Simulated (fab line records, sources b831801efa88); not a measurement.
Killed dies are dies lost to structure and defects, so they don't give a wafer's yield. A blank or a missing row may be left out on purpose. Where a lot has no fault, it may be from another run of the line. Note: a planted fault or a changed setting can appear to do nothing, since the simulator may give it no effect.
A struck lot beside a sound one    flow sky130    35 out of 708 route steps
Sound: these wafers, L871.2, L871.3, L871.4. Wafers L883.1, L883.2, L883.4 were the ones struck. The cause comes at the end.
Per side, at each step with rows, come the tool, then ch with its chambers, and then its first start. Under that, the readings that differ: sound wafers    struck wafers    difference of the means    sigmas: that difference in standard deviations of wafers without a fault.
alike: same words and numbers on both sides, and readings whose means sit less than 2 such deviations apart. not compared: any withheld reading, any reading some wafer has no value for, any bound like >300 that may hide the same value, and any number with overlapping values for which the record gives no deviation.
A row with sigmas, a row that says differs or no value, or rows on one side alone: a step with any of these is where the two part. Numbers that don't overlap but have no deviation are shown without sigmas and don't part them. A reading missing from all wafers of one side parts the sides only when that side holds two or more wafers.

first, 6 steps without rows for these wafers: SKY_VIA4_HMDS_05 (prime time 60 s); SKY_VIA4_COAT_06 (resist thk 1140 nm); SKY_VIA4_SOFTBAKE_07 (time 60 s); SKY_VIA4_EXPOSE_08 (exposes mask VIM4, target cd 800 nm); SKY_VIA4_PEB_09; SKY_VIA4_DEVELOP_10 (develop time 60 s).
SKY_VIA4_OVL_MEAS_11:
  sound: overlay-01 at day 43 02:06; struck: overlay-01 at day 46 09:26
  alike: VIA4_OVL
then, 5 steps without rows for these wafers: SKY_VIA4_ETCH_12 (etches SiO2 in C4F8/O2/Ar, stops on TiN, target depth 580 nm); SKY_VIA4_STRIP_13 (strips in O2/N2); SKY_VIA4_STRIP_14 (strips in post etch residue remover, time 1200 s); SKY_VIA4_CLEAN_15 (cleans in IPA, time 180 s); SKY_VIA4_CLEAN_16 (cleans in O3/DIW).
SKY_VIA4_SPUTTER_17: material TiN, target thk 20 nm, time 80 s.
  sound: pvd_sputter-04 at day 43 02:48; struck: pvd_sputter-04 at day 46 10:23
reading                                   sound              struck             difference  sigmas
model.TiN_of_VIA4_SPUTTER_17.thk_nm (nm)  20.07 20.11 20.15  11.79 11.98 11.91  -8.22       
  alike: cathode_dc_power_W, throttle_valve_pct
SKY_VIA4_CVD_18: deposits W, target thk 505 nm, time 152.14 s.
  sound on cvd_w-01 ch 0,1, day 43 02:52; struck on cvd_w-01 ch 0,1, day 46 10:26
  alike: heater_power_w
SKY_VIA4_RS_MEAS_19: measurement is done with a four-point probe.
  sound: film_metro-03 at day 43 03:02; struck: film_metro-04 at day 46 10:35
  alike: VIA4_W_RS
SKY_VIA4_THK_MEAS_20: measures by xrf.
  sound: film_metro-03 at day 43 03:08; struck: film_metro-04 at day 46 10:43
reading          sound        struck       difference  sigmas
VIA4_W_THK (nm)  523 529 527  513 513 515  -13         -2
then, 1 step without rows for these wafers: SKY_VIA4_CMP_21 (polishes, stops on SiO2, t overpolish 25 s, target thk 0 nm).
SKY_METAL5_SPUTTER_00: material Ti, target thk 15 nm, time 10 s.
  sound: pvd_sputter-03 at day 43 03:34; struck: pvd_sputter-01 at day 46 11:07
  alike: cathode_dc_power_W, throttle_valve_pct
SKY_METAL5_SPUTTER_01: material TiN, target thk 20 nm, time 16.7 s.
  sound: pvd_sputter-03 at day 43 03:35; struck: pvd_sputter-01 at day 46 11:08
  alike: cathode_dc_power_W, throttle_valve_pct
then, 2 steps without rows for these wafers: SKY_METAL5_SPUTTER_02 (material AlCu, target thk 1150 nm, time 61.2 s); SKY_METAL5_SPUTTER_03 (material Ti, target thk 5 nm, time 3.3 s).
SKY_METAL5_SPUTTER_04: material TiN, target thk 70 nm, time 58.3 s.
  sound: pvd_sputter-03 at day 43 03:41; struck: pvd_sputter-01 at day 46 11:14
  alike: cathode_dc_power_W, throttle_valve_pct
SKY_METAL5_RS_MEAS_05: measurement is done with a four-point probe.
  sound: film_metro-04 at day 43 03:46; struck: film_metro-02 at day 46 11:17
  alike: METAL5_ALCU_RS
SKY_METAL5_THK_MEAS_06: measures by xrf.
  sound: film_metro-04 at day 43 03:52; struck: film_metro-02 at day 46 11:24
  alike: METAL5_ALCU_THK
then, 8 steps without rows for these wafers: SKY_METAL5_DEHYDRATE_07 (time 60 s); SKY_METAL5_HMDS_08 (prime time 60 s); SKY_METAL5_COAT_09 (resist thk 1800 nm); SKY_METAL5_SOFTBAKE_10 (time 60 s); SKY_METAL5_EXPOSE_11 (exposes mask MM5, target cd 1600 nm); SKY_METAL5_PEB_12; SKY_METAL5_DEVELOP_13 (develop time 60 s); SKY_METAL5_DESCUM_14 (chemistry O2, time 11 s).
SKY_METAL5_METAL_ETCH_15: etches the open film in Cl2/BCl3, stops on SiO2, target depth 1260 nm, time 252 s.
  sound on rie_metal-01 ch 0,1, day 44 03:11; struck on rie_metal-04 ch 0,1, day 47 07:14
  alike: bias_w, drypump_motor_current_A, oes_product_au, throttle_valve_pct
  not compared: rf_hours_counter_h, model.etch.depth_nm, model.METAL5.feature_depth_nm
SKY_METAL5_STRIP_16: strips in O2/N2.
  sound on plasma_asher-01 ch 0,1, day 44 03:25; struck on plasma_asher-03 ch 0,1, day 47 07:29
  alike: drypump_motor_current_A, oes_product_au, strip_time_to_endpoint_s
  not compared: rf_hours_counter_h
next, for these wafers, 1 step has no rows: SKY_PAD_OPEN_PROBE_99.

## WHERE THEY PART
SKY_VIA4_THK_MEAS_20 only, going by this record. Later steps at which nothing parts them and some readings are alike: SKY_METAL5_SPUTTER_00, SKY_METAL5_SPUTTER_01, SKY_METAL5_SPUTTER_04, SKY_METAL5_RS_MEAS_05, SKY_METAL5_THK_MEAS_06, SKY_METAL5_METAL_ETCH_15, SKY_METAL5_STRIP_16.

WHY: what had been put in by the simulator
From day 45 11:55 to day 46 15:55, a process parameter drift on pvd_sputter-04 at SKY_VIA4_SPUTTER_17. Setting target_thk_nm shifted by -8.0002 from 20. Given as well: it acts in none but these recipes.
